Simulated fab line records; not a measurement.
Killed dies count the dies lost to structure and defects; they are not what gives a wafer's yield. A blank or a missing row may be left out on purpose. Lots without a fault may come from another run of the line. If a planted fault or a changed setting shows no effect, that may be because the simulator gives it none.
A single fault, viewed from 2 desks | flow gf180mcu | what lay behind the numbers comes last; until then each desk has only its own

== AT THE METROLOGY DESK ==
What the gauges read, lot by lot, whatever tool the lot ran on: means of the sampled wafers that have a number. Marked OUT: a lot whose mean sits more than 4 standard deviations from the usual mean, which makes it out of limits; the brackets give that distance.
Columns: A = MIM_ALCU_RS at GF_MIM_RS_MEAS_10, usual 0.1538 ohm/sq; B = PASSIVATION_CVD_00_THK at GF_PASSIVATION_THK_MEAS_01, usual 998 nm
lot  | first seen here | A      | B
L483 | day 24 12:33    | 0.1522 | 1008
L485 | day 25 07:26    | 0.1548 | 1005
L486 | day 25 13:15    | 0.1521 | 987
L487 | day 25 20:52    | 0.1523 | 999
L491 | day 27 04:11    | 0.1530 | 977
L490 | day 27 06:01    | 0.1525 | 1006
L493 | day 27 23:00    | 0.1521 | 992
L495 | day 28 14:46    | 0.1562 | 995
L497 | day 29 02:13    | 0.1550 | 945
L498 | day 29 04:50    | 0.1549 | 1004
L499 | day 29 09:59    | 0.1527 | 999
L500 | day 29 22:14    | 0.1533 | 927 (-5.1) OUT
This desk's finding: out of limits on L500; first on L500, day 33 00:05 (PASSIVATION_CVD_00_THK at GF_PASSIVATION_THK_MEAS_01). In limits: L483, L485, L486, L487, L491, L490, L493, L495, L497, L498, L499.

== THE TOOL OWNER'S DESK: pecvd-04 ==
The tool's own readings at GF_PASSIVATION_CVD_00 (deposits SiO2 from TEOS, target thk 1000 nm, time 111.95 s): means of the sampled wafers that have a number, for each lot that ran on this tool. Marked OUT: a lot whose mean sits more than 4 standard deviations from the usual mean, which makes it out of limits; the brackets give that distance.
Columns: A = heaterPowerW at GF_PASSIVATION_CVD_00, usual 682 W; B = rfFwdPowerW at GF_PASSIVATION_CVD_00, usual 595.9 W
lot  | first seen here | A   | B
L486 | day 29 02:29    | 563 | 597.6
L491 | day 30 14:03    | 681 | 596.2
L495 | day 31 19:44    | 613 | 597.3
L497 | day 32 06:24    | 660 | 499.4 (-40) OUT
L500 | day 33 00:01    | 645 | 499.7 (-40) OUT
Finding of this desk: L497, L500 out of limits; the first was L497 at day 32 06:24, on rfFwdPowerW at GF_PASSIVATION_CVD_00. In limits: L486, L491, L495.

== ALL TOGETHER ==
The tool owner's desk had the chance to raise an alarm at day 32 06:24 on L497, L500.
The metrology desk could have raised an alarm at day 33 00:05, on L500.
The metrology desk holds a record of L497, inside its limits.
GF_PASSIVATION_CVD_00 was run on pecvd-04 by each of the lots named.

== WHAT WAS PUT IN BY THE SIMULATOR ==
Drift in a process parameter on pecvd-04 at GF_PASSIVATION_CVD_00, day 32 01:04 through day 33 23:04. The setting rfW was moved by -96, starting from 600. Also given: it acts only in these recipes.
Struck lots among those shown: L497, L500.
Delay (hours) between the fault's onset and each desk's first out-of-limits reading: 5 at the tool owner's desk, 23 at the metrology desk.
